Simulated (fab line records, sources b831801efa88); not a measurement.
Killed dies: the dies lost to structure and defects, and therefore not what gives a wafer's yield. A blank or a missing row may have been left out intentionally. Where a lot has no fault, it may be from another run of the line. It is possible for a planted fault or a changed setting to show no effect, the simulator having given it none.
Problem report in the 8D (eight disciplines) form, filled by code / flow gf180mcu / the parts of the form that need people (team, actions taken, sign-off) are left out

## 1. THE PROBLEM
Wafers without a fault read 36.93 s, standard deviation 0.091; strip-time-to-endpoint-s at GF_LVPWELL_STRIP_10 reads a mean of 38.02 s on 2 wafers belonging to 2 lots. That is +12 standard deviations from the usual mean.
The step: strips in O2/N2.
Earliest sighting: wafer L231.3 on plasma-asher-04 at day 8 02:23. Wafers with a number at this step in the record: 16, from 6 lots. Rule for "out", or "out of limits": more than 4 standard deviations from the usual mean. All remaining wafers that have a number are taken as sound.

## 2. WHAT IT IS AND WHAT IT IS NOT
question=which readings at this step | is=strip-time-to-endpoint-s | is not=drypump-motor-current-A, heater-power-w, oes-product-au
question=which lots | is=L231, L232 | is not=L218, L221, L229, L230
question=which wafers of those lots | is=L231.3, L232.3 | is not=L231.6, L232.5
question=read on which tools | is=plasma-asher-02, plasma-asher-04 | is not=plasma-asher-03
question=when | is=from day 8 02:23 | is not=up to then (13 sound wafers); but 1 sound wafer of L232 came after

## 3. WHAT RULES OUT EACH SUSPECT
Counting: if a tool at a process step up to the reading ran every lot that is out, it stays a suspect. Sound lots after the first of them don't rule it out here, since some wafers of a struck lot are sound.
- litho-track-03 at GF_LVPWELL_COAT_02 (resist thk 3000 nm): kept. Every lot that is out went through it, the first being L231 (day 7 18:11); the last sound lot it ran before that was L229 (day 7 05:11).
Left after counting: litho-track-03 at GF_LVPWELL_COAT_02.

## 4. THE CAUSE (what the simulator had put in)
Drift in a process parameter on litho-track-03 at GF_LVPWELL_COAT_02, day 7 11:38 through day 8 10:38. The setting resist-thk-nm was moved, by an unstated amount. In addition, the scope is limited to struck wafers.
The count eliminated every tool but this one.

## 5. THE CHAIN OF EFFECTS, in route order
Each row: a reading whose mean over the struck wafers that have a number lies more than 3 standard deviations from the usual. Scope: only readings with a usual standard deviation given in the record; hours: median across lots of the time from each lot's start at the first step in this table that gives one to its start at this step; sigmas: change in usual standard deviations.
hours=0; step=GF_LVPWELL_STRIP_10; reading=strip-time-to-endpoint-s; usual=36.93 s; on struck wafers=38.02; change=+1.09; sigmas=+12
Its process steps:
- GF_LVPWELL_STRIP_10: strips in O2/N2.
Later measuring or inspecting steps at which every struck wafer that the step has a row for has a number for every such reading, and none has moved that far: GF_LVPWELL_TW_MEAS_11.

## 6. WHAT WOULD HAVE CAUGHT IT SOONER
First out-of-limits reading in this record: day 8 02:23, which is 15 hours after fault onset at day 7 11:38.
The start of GF_LVPWELL_COAT_02 on litho-track-03 came by day 8 02:23 for every one of the lots that are out (2). None of them would have been spared by holding the tool at that moment.
